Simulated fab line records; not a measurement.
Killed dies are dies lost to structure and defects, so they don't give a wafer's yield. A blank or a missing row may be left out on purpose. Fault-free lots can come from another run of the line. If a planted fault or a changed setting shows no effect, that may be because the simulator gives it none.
fab line records	flow gf180mcu
[record] lots = 24	wafers = 72	last_day = 34
route steps=602 shown V1@360 V2@385 M3@413 M4@458
lots untouched by any fault: they come from a run of this same line in which no faults occurred
start_h: the number of hours between the record's first day and the start of the first shown wafer of the lot	wait_h: time in hours since the lot's previous step	" as in the row above	L1.1+2: one row covering several wafers at once	- no value, or no start was given	* or withheld: withheld	< > ~ a bound
route shown NAME@n: NAME is a module with steps in the file, n the number in the route of the first one	usual: mean/standard deviation taken from wafers without a fault	same: alike in all rows	chamber/n: place in a boat	sites: each site's reading	_std_site: their standard deviation	_edge_site: outer sites' mean less inner sites'	radius_mm: for every site, how far away it sits from the centre of the wafer	mask NAME#n: copy n	behind: the tool/chamber that last shaped the wafer	hold: the reason the lot was held/the length of the hold in hours/how it ended	device: transistor that didn't switch, given as n, p or np	end of line: the tests these same wafers got at the end of their route	a step given without rows: its recipe and nothing more	killed: at the first sort, the dies lost to defects and structure; wafer yield is something else	map: a wafer's dies, x killed, . not, _ none there
set.NAME: setting as actually run; set.NAME@STEP: the setting as run at that earlier step	model.NAME: the simulator's own value behind a step, which no gauge read
the route's steps for a sample of lots (tables are steps, rows are wafers)
services: the hour from which a tool's chamber was out of use, counted from the record's first day as start_h (under 0 if before that day), plus the number of hours and why
[[steps]]
[step GF_V1_THK_MEAS_25]
[recipe] thk_meas_gauge = xrf	reads = W_of_V1_CVD_23
[usual] V1_W_THK = 354/4.8
lot.wafer	tool	chamber	start_h	wait_h	V1_W_THK[nm]
L074.2	film_metro-04	-	410.44	0.1	352
L074.3	"	-	"	"	352
L074.4	"	-	"	"	353
L075.2	film_metro-04	-	420.57	0.1	345
L075.3	"	-	"	"	348
L075.6	"	-	"	"	356
L076.2	film_metro-02	-	435.87	0.1	351
L076.4	"	-	"	"	359
L076.5	"	-	"	"	354
L077.1	film_metro-02	-	438.87	0.1	358
L077.2	"	-	"	"	358
L077.6	"	-	"	"	359
L078.4	film_metro-03	-	454.83	0.1	360
L078.5	"	-	"	"	355
L078.6	"	-	"	"	358
L079.2	film_metro-02	-	466.47	0.1	359
L079.5	"	-	"	"	355
L079.6	"	-	"	"	358
L080.3	film_metro-03	-	476.78	0.1	356
L080.4	"	-	"	"	357
L080.6	"	-	"	"	356
L081.3	film_metro-02	-	482.23	0.1	353
L081.5	"	-	"	"	351
L081.6	"	-	"	"	361
L082.1	film_metro-02	-	487.47	0.1	345
L082.3	"	-	"	"	356
L082.4	"	-	"	"	344
L083.3	film_metro-03	-	499.14	0.1	353
L083.4	"	-	"	"	355
L083.5	"	-	"	"	350
L084.3	film_metro-02	-	505.37	0.1	363
L084.4	"	-	"	"	356
L084.6	"	-	"	"	361
L085.1	film_metro-03	-	510.47	0.1	357
L085.5	"	-	"	"	353
L085.6	"	-	"	"	363
L086.1	film_metro-02	-	527.21	0.1	356
L086.4	"	-	"	"	356
L086.6	"	-	"	"	350
L087.1	film_metro-02	-	531.97	0.1	358
L087.3	"	-	"	"	355
L087.6	"	-	"	"	356
L088.2	film_metro-04	-	538.77	0.1	356
L088.4	"	-	"	"	350
L088.6	"	-	"	"	358
L089.3	film_metro-03	-	545.60	0.1	349
L089.4	"	-	"	"	354
L089.5	"	-	"	"	347
L090.1	film_metro-04	-	554.20	0.1	356
L090.3	"	-	"	"	348
L090.4	"	-	"	"	352
L091.2	film_metro-04	-	560.02	0.1	350
L091.3	"	-	"	"	348
L091.6	"	-	"	"	349
L092.2	film_metro-02	-	568.66	0.1	361
L092.3	"	-	"	"	361
L092.4	"	-	"	"	353
L093.2	film_metro-02	-	576.19	0.1	354
L093.3	"	-	"	"	347
L093.5	"	-	"	"	358
L094.4	film_metro-03	-	586.78	0.1	354
L094.5	"	-	"	"	355
L094.6	"	-	"	"	352
L095.1	film_metro-04	-	590.18	0.1	350
L095.3	"	-	"	"	357
L095.4	"	-	"	"	355
L096.1	film_metro-02	-	593.85	0.1	348
L096.3	"	-	"	"	350
L096.6	"	-	"	"	345
L097.3	film_metro-03	-	605.65	0.1	343
L097.4	"	-	"	"	346
L097.5	"	-	"	"	343
[step GF_V2_THK_MEAS_03]
[recipe] reads = SiO2_of_V2_CVD_02
[usual] V2_CVD_02_THK = 846/11
lot.wafer	tool	chamber	start_h	wait_h	V2_CVD_02_THK[nm]
L074.2	film_metro-03	-	436.28	0.0	821
L074.3	"	-	"	"	839
L074.4	"	-	"	"	854
L075.2	film_metro-01	-	447.13	0.0	835
L075.3	"	-	"	"	850
L075.6	"	-	"	"	851
L076.2	film_metro-01	-	461.99	0.0	833
L076.4	"	-	"	"	855
L076.5	"	-	"	"	842
L077.1	film_metro-04	-	465.13	0.0	836
L077.2	"	-	"	"	828
L077.6	"	-	"	"	863
L078.4	film_metro-03	-	481.51	0.0	839
L078.5	"	-	"	"	861
L078.6	"	-	"	"	834
L079.2	film_metro-04	-	492.33	0.0	844
L079.5	"	-	"	"	855
L079.6	"	-	"	"	867
L080.3	film_metro-01	-	502.35	0.1	845
L080.4	"	-	"	"	858
L080.6	"	-	"	"	847
L081.3	film_metro-03	-	507.18	0.1	831
L081.5	"	-	"	"	858
L081.6	"	-	"	"	849
L082.1	film_metro-04	-	512.53	0.0	846
L082.3	"	-	"	"	853
L082.4	"	-	"	"	852
L083.3	film_metro-01	-	524.06	0.1	846
L083.4	"	-	"	"	857
L083.5	"	-	"	"	849
L084.3	film_metro-01	-	530.55	0.1	844
L084.4	"	-	"	"	849
L084.6	"	-	"	"	863
L085.1	film_metro-01	-	535.57	0.1	836
L085.5	"	-	"	"	848
L085.6	"	-	"	"	844
L086.1	film_metro-03	-	551.98	0.0	825
L086.4	"	-	"	"	849
L086.6	"	-	"	"	841
L087.1	film_metro-03	-	556.25	0.1	827
L087.3	"	-	"	"	844
L087.6	"	-	"	"	837
L088.2	film_metro-01	-	562.65	0.0	854
L088.4	"	-	"	"	848
L088.6	"	-	"	"	878
L089.3	film_metro-01	-	569.84	0.1	832
L089.4	"	-	"	"	839
L089.5	"	-	"	"	855
L090.1	film_metro-03	-	578.83	0.0	849
L090.3	"	-	"	"	828
L090.4	"	-	"	"	844
L091.2	film_metro-01	-	583.65	0.0	855
L091.3	"	-	"	"	839
L091.6	"	-	"	"	871
L092.2	film_metro-01	-	591.48	0.0	850
L092.3	"	-	"	"	839
L092.4	"	-	"	"	856
L093.2	film_metro-01	-	599.41	0.0	834
L093.3	"	-	"	"	839
L093.5	"	-	"	"	856
L094.4	film_metro-04	-	609.57	0.0	862
L094.5	"	-	"	"	866
L094.6	"	-	"	"	850
L095.1	film_metro-03	-	613.20	0.0	833
L095.3	"	-	"	"	838
L095.4	"	-	"	"	853
L096.1	film_metro-04	-	616.33	0.1	850
L096.3	"	-	"	"	842
L096.6	"	-	"	"	852
L097.3	film_metro-04	-	627.69	0.1	836
L097.4	"	-	"	"	845
L097.5	"	-	"	"	846
[step GF_V2_SPUTTER_21]
[recipe] material = Ti	target_thk_nm = 15	chamber_pressure_pa = 5	power_w = 2500	substrate_temp_c = 200	time_s = 80.02
[usual] throttle_valve_pct = 30.4/0.81
lot.wafer	tool	chamber	start_h	wait_h	throttle_valve_pct
L074.2	pvd_sputter-04	-	461.96	0.0	30.1
L074.3	"	-	"	"	31.0
L074.4	"	-	"	"	29.5
L075.2	pvd_sputter-02	-	472.35	0.0	30.8
L075.3	"	-	"	"	30.8
L075.6	"	-	"	"	30.5
L076.2	pvd_sputter-01	-	487.60	0.0	31.5
L076.4	"	-	"	"	30.1
L076.5	"	-	"	"	29.3
L077.1	pvd_sputter-04	-	491.20	0.0	29.9
L077.2	"	-	"	"	29.7
L077.6	"	-	"	"	29.7
L078.4	pvd_sputter-02	-	506.62	0.0	30.8
L078.5	"	-	"	"	30.3
L078.6	"	-	"	"	30.7
L079.2	pvd_sputter-02	-	517.07	0.0	30.4
L079.5	"	-	"	"	29.9
L079.6	"	-	"	"	30.4
L080.3	pvd_sputter-04	-	526.62	0.0	28.7
L080.4	"	-	"	"	31.0
L080.6	"	-	"	"	29.9
L081.3	pvd_sputter-04	-	532.14	0.0	31.4
L081.5	"	-	"	"	28.8
L081.6	"	-	"	"	29.6
L082.1	pvd_sputter-02	-	536.61	0.0	31.0
L082.3	"	-	"	"	30.6
L082.4	"	-	"	"	31.0
L083.3	pvd_sputter-02	-	548.91	0.0	30.9
L083.4	"	-	"	"	31.0
L083.5	"	-	"	"	30.8
L084.3	pvd_sputter-04	-	554.31	0.0	28.9
L084.4	"	-	"	"	29.6
L084.6	"	-	"	"	30.9
L085.1	pvd_sputter-02	-	559.12	0.0	30.4
L085.5	"	-	"	"	30.5
L085.6	"	-	"	"	31.2
L086.1	pvd_sputter-02	-	575.40	0.0	30.8
L086.4	"	-	"	"	31.3
L086.6	"	-	"	"	31.3
L087.1	pvd_sputter-04	-	579.54	0.0	30.7
L087.3	"	-	"	"	29.4
L087.6	"	-	"	"	29.8
L088.2	pvd_sputter-04	-	585.79	0.0	31.1
L088.4	"	-	"	"	29.6
L088.6	"	-	"	"	29.7
L089.3	pvd_sputter-02	-	593.29	0.0	31.1
L089.4	"	-	"	"	31.2
L089.5	"	-	"	"	31.0
L090.1	pvd_sputter-01	-	601.75	0.0	29.8
L090.3	"	-	"	"	29.2
L090.4	"	-	"	"	31.2
L091.2	pvd_sputter-02	-	606.26	0.0	30.5
L091.3	"	-	"	"	30.6
L091.6	"	-	"	"	30.9
L092.2	pvd_sputter-02	-	614.26	0.0	31.3
L092.3	"	-	"	"	30.6
L092.4	"	-	"	"	30.7
L093.2	pvd_sputter-01	-	621.79	0.0	29.8
L093.3	"	-	"	"	31.3
L093.5	"	-	"	"	30.2
L094.4	pvd_sputter-01	-	631.28	0.0	31.1
L094.5	"	-	"	"	31.3
L094.6	"	-	"	"	29.2
L095.1	pvd_sputter-02	-	635.31	0.0	31.2
L095.3	"	-	"	"	30.9
L095.4	"	-	"	"	30.6
L096.1	pvd_sputter-02	-	637.59	0.0	30.4
L096.3	"	-	"	"	30.8
L096.6	"	-	"	"	30.8
L097.3	pvd_sputter-04	-	649.01	0.0	29.8
L097.4	"	-	"	"	28.6
L097.5	"	-	"	"	29.3
[step GF_V2_THK_MEAS_25]
[recipe] thk_meas_gauge = xrf	reads = W_of_V2_CVD_23
[usual] V2_W_THK = 352/5.5
lot.wafer	tool	chamber	start_h	wait_h	V2_W_THK[nm]
L074.2	film_metro-04	-	462.30	0.1	349
L074.3	"	-	"	"	356
L074.4	"	-	"	"	352
L075.2	film_metro-01	-	472.69	0.1	355
L075.3	"	-	"	"	353
L075.6	"	-	"	"	353
L076.2	film_metro-04	-	487.94	0.1	356
L076.4	"	-	"	"	347
L076.5	"	-	"	"	354
L077.1	film_metro-03	-	491.53	0.1	348
L077.2	"	-	"	"	356
L077.6	"	-	"	"	356
L078.4	film_metro-01	-	506.98	0.1	359
L078.5	"	-	"	"	359
L078.6	"	-	"	"	349
L079.2	film_metro-04	-	517.41	0.1	347
L079.5	"	-	"	"	349
L079.6	"	-	"	"	344
L080.3	film_metro-03	-	526.97	0.1	354
L080.4	"	-	"	"	354
L080.6	"	-	"	"	354
L081.3	film_metro-04	-	532.49	0.1	352
L081.5	"	-	"	"	347
L081.6	"	-	"	"	355
L082.1	film_metro-01	-	536.94	0.1	356
L082.3	"	-	"	"	355
L082.4	"	-	"	"	353
L083.3	film_metro-04	-	549.26	0.1	342
L083.4	"	-	"	"	347
L083.5	"	-	"	"	350
L084.3	film_metro-04	-	554.66	0.1	351
L084.4	"	-	"	"	354
L084.6	"	-	"	"	357
L085.1	film_metro-01	-	559.46	0.1	353
L085.5	"	-	"	"	350
L085.6	"	-	"	"	363
L086.1	film_metro-03	-	575.73	0.1	345
L086.4	"	-	"	"	355
L086.6	"	-	"	"	347
L087.1	film_metro-01	-	579.96	0.1	361
L087.3	"	-	"	"	351
L087.6	"	-	"	"	353
L088.2	film_metro-01	-	586.13	0.1	349
L088.4	"	-	"	"	359
L088.6	"	-	"	"	350
L089.3	film_metro-04	-	593.64	0.1	349
L089.4	"	-	"	"	360
L089.5	"	-	"	"	354
L090.1	film_metro-03	-	602.09	0.1	345
L090.3	"	-	"	"	341
L090.4	"	-	"	"	346
L091.2	film_metro-01	-	606.61	0.1	359
L091.3	"	-	"	"	364
L091.6	"	-	"	"	355
L092.2	film_metro-01	-	614.62	0.1	361
L092.3	"	-	"	"	348
L092.4	"	-	"	"	353
L093.2	film_metro-03	-	622.13	0.1	345
L093.3	"	-	"	"	340
L093.5	"	-	"	"	348
L094.4	film_metro-04	-	631.64	0.1	356
L094.5	"	-	"	"	362
L094.6	"	-	"	"	358
L095.1	film_metro-01	-	635.65	0.1	352
L095.3	"	-	"	"	353
L095.4	"	-	"	"	345
L096.1	film_metro-01	-	637.92	0.1	347
L096.3	"	-	"	"	354
L096.6	"	-	"	"	348
L097.3	film_metro-03	-	649.37	0.1	356
L097.4	"	-	"	"	344
L097.5	"	-	"	"	349
[step GF_M3_SPUTTER_04]
[recipe] material = TiN	target_thk_nm = 50	power_w = 6500	time_s = 41.7	chamber_pressure_pa = 0.4
[usual] throttle_valve_pct = 30.3/0.91
lot.wafer	tool	chamber	start_h	wait_h	throttle_valve_pct
L074.2	pvd_sputter-01	-	462.83	0.0	31.3
L074.3	"	-	"	"	29.2
L074.4	"	-	"	"	29.9
L075.2	pvd_sputter-03	-	473.22	0.0	28.5
L075.3	"	-	"	"	30.2
L075.6	"	-	"	"	29.6
L076.2	pvd_sputter-01	-	488.47	0.0	31.6
L076.4	"	-	"	"	29.4
L076.5	"	-	"	"	29.4
L077.1	pvd_sputter-01	-	492.07	0.0	31.1
L077.2	"	-	"	"	30.1
L077.6	"	-	"	"	30.1
L078.4	pvd_sputter-03	-	507.49	0.0	30.5
L078.5	"	-	"	"	28.5
L078.6	"	-	"	"	29.9
L079.2	pvd_sputter-03	-	517.94	0.0	28.3
L079.5	"	-	"	"	28.6
L079.6	"	-	"	"	29.5
L080.3	pvd_sputter-03	-	527.49	0.0	30.3
L080.4	"	-	"	"	30.2
L080.6	"	-	"	"	28.5
L081.3	pvd_sputter-02	-	533.03	0.0	30.9
L081.5	"	-	"	"	31.4
L081.6	"	-	"	"	30.8
L082.1	pvd_sputter-01	-	537.48	0.0	29.3
L082.3	"	-	"	"	30.0
L082.4	"	-	"	"	30.2
L083.3	pvd_sputter-01	-	549.78	0.0	30.1
L083.4	"	-	"	"	30.3
L083.5	"	-	"	"	31.3
L084.3	pvd_sputter-02	-	555.18	0.0	30.9
L084.4	"	-	"	"	30.2
L084.6	"	-	"	"	31.2
L085.1	pvd_sputter-01	-	560.00	0.0	29.5
L085.5	"	-	"	"	31.3
L085.6	"	-	"	"	29.9
L086.1	pvd_sputter-03	-	576.27	0.0	29.7
L086.4	"	-	"	"	28.7
L086.6	"	-	"	"	29.8
L087.1	pvd_sputter-02	-	580.69	0.0	30.8
L087.3	"	-	"	"	30.7
L087.6	"	-	"	"	31.1
L088.2	pvd_sputter-03	-	586.66	0.0	30.6
L088.4	"	-	"	"	29.3
L088.6	"	-	"	"	30.4
L089.3	pvd_sputter-01	-	594.16	0.0	31.3
L089.4	"	-	"	"	29.2
L089.5	"	-	"	"	31.3
L090.1	pvd_sputter-02	-	602.63	0.0	30.7
L090.3	"	-	"	"	30.3
L090.4	"	-	"	"	30.9
L091.2	pvd_sputter-01	-	607.14	0.0	29.4
L091.3	"	-	"	"	31.1
L091.6	"	-	"	"	30.1
L092.2	pvd_sputter-01	-	615.15	0.0	31.7
L092.3	"	-	"	"	29.8
L092.4	"	-	"	"	29.2
L093.2	pvd_sputter-01	-	622.66	0.0	30.1
L093.3	"	-	"	"	29.5
L093.5	"	-	"	"	31.1
L094.4	pvd_sputter-01	-	632.15	0.0	31.8
L094.5	"	-	"	"	29.3
L094.6	"	-	"	"	31.8
L095.1	pvd_sputter-01	-	636.19	0.0	29.3
L095.3	"	-	"	"	31.8
L095.4	"	-	"	"	29.8
L096.1	pvd_sputter-02	-	638.46	0.0	30.5
L096.3	"	-	"	"	30.1
L096.6	"	-	"	"	31.0
L097.3	pvd_sputter-01	-	649.89	0.0	30.3
L097.4	"	-	"	"	31.3
L097.5	"	-	"	"	30.1
[step GF_M4_SPUTTER_02]
[recipe] material = AlCu	target_thk_nm = 450	power_w = 10600	time_s = 23.9	chamber_pressure_pa = 0.4
[usual] throttle_valve_pct = 29.9/0.9
lot.wafer	tool	chamber	start_h	wait_h	throttle_valve_pct
L074.2	pvd_sputter-03	-	513.38	0.0	28.6
L074.3	"	-	"	"	30.3
L074.4	"	-	"	"	29.4
L075.2	pvd_sputter-01	-	523.74	0.0	29.5
L075.3	"	-	"	"	31.4
L075.6	"	-	"	"	29.4
L076.2	pvd_sputter-01	-	538.41	0.0	29.5
L076.4	"	-	"	"	30.0
L076.5	"	-	"	"	31.1
L077.1	pvd_sputter-04	-	541.76	0.0	31.0
L077.2	"	-	"	"	28.7
L077.6	"	-	"	"	29.0
L078.4	pvd_sputter-04	-	556.69	0.0	28.7
L078.5	"	-	"	"	30.9
L078.6	"	-	"	"	29.7
L079.2	pvd_sputter-04	-	566.64	0.0	31.1
L079.5	"	-	"	"	29.5
L079.6	"	-	"	"	28.6
L080.3	pvd_sputter-01	-	575.36	0.0	31.4
L080.4	"	-	"	"	30.1
L080.6	"	-	"	"	31.2
L081.3	pvd_sputter-01	-	580.34	0.0	29.4
L081.5	"	-	"	"	31.3
L081.6	"	-	"	"	30.2
L082.1	pvd_sputter-03	-	583.75	0.0	30.3
L082.3	"	-	"	"	29.9
L082.4	"	-	"	"	28.4
L083.3	pvd_sputter-03	-	596.95	0.0	28.5
L083.4	"	-	"	"	29.0
L083.5	"	-	"	"	30.5
L084.3	pvd_sputter-03	-	602.20	0.0	28.9
L084.4	"	-	"	"	30.4
L084.6	"	-	"	"	30.2
L085.1	pvd_sputter-01	-	605.79	0.0	30.1
L085.5	"	-	"	"	31.0
L085.6	"	-	"	"	30.2
L086.1	pvd_sputter-03	-	622.31	0.0	28.7
L086.4	"	-	"	"	30.2
L086.6	"	-	"	"	28.8
L087.1	pvd_sputter-04	-	626.41	0.0	29.8
L087.3	"	-	"	"	29.6
L087.6	"	-	"	"	29.6
L088.2	pvd_sputter-03	-	630.65	0.0	30.2
L088.4	"	-	"	"	30.2
L088.6	"	-	"	"	28.6
L089.3	pvd_sputter-01	-	637.79	0.0	31.5
L089.4	"	-	"	"	31.1
L089.5	"	-	"	"	30.4
L090.1	pvd_sputter-04	-	646.96	0.0	30.9
L090.3	"	-	"	"	29.6
L090.4	"	-	"	"	29.5
L091.2	pvd_sputter-01	-	651.28	0.0	30.0
L091.3	"	-	"	"	29.3
L091.6	"	-	"	"	31.3
L092.2	pvd_sputter-03	-	658.40	0.0	30.1
L092.3	"	-	"	"	28.4
L092.4	"	-	"	"	30.1
L093.2	pvd_sputter-04	-	665.47	0.0	28.6
L093.3	"	-	"	"	29.6
L093.5	"	-	"	"	30.9
L094.4	pvd_sputter-01	-	674.98	0.0	31.2
L094.5	"	-	"	"	29.3
L094.6	"	-	"	"	31.1
L095.1	pvd_sputter-04	-	677.97	0.0	29.7
L095.3	"	-	"	"	30.9
L095.4	"	-	"	"	29.5
L096.1	pvd_sputter-03	-	681.02	0.0	30.5
L096.3	"	-	"	"	29.1
L096.6	"	-	"	"	29.9
L097.3	pvd_sputter-04	-	691.18	0.0	31.2
L097.4	"	-	"	"	30.0
L097.5	"	-	"	"	29.6
[[services]]
tool	chamber	start_h	hours	kind
pvd_sputter-03	0	458.72	-	consumable_replace:kit
pvd_sputter-03	0	458.72	18.0	scheduled_down
pvd_sputter-03	0	458.72	18.0	vent_cycle
pvd_sputter-02	-	460.69	2.8	repair
pvd_sputter-02	-	481.09	1.0	repair
pvd_sputter-03	-	500.86	0.6	repair
pvd_sputter-01	2	532.11	-	consumable_replace:kit
pvd_sputter-01	2	532.11	18.0	scheduled_down
pvd_sputter-01	2	532.11	18.0	vent_cycle
pvd_sputter-03	-	532.68	7.4	repair
pvd_sputter-01	-	584.54	2.1	repair
pvd_sputter-03	3	622.40	-	consumable_replace:kit
pvd_sputter-03	3	622.40	18.0	scheduled_down
pvd_sputter-03	3	622.40	18.0	vent_cycle
pvd_sputter-02	3	637.69	-	consumable_replace:kit
pvd_sputter-02	3	637.69	18.0	scheduled_down
pvd_sputter-02	3	637.69	18.0	vent_cycle
pvd_sputter-04	2	640.78	-	consumable_replace:kit
pvd_sputter-04	2	640.78	18.0	scheduled_down
pvd_sputter-04	2	640.78	18.0	vent_cycle
pvd_sputter-03	-	671.58	1.7	repair
pvd_sputter-01	1	677.74	-	consumable_replace:kit
pvd_sputter-01	1	677.74	18.0	scheduled_down
pvd_sputter-01	1	677.74	18.0	vent_cycle
[[key]]
fault none
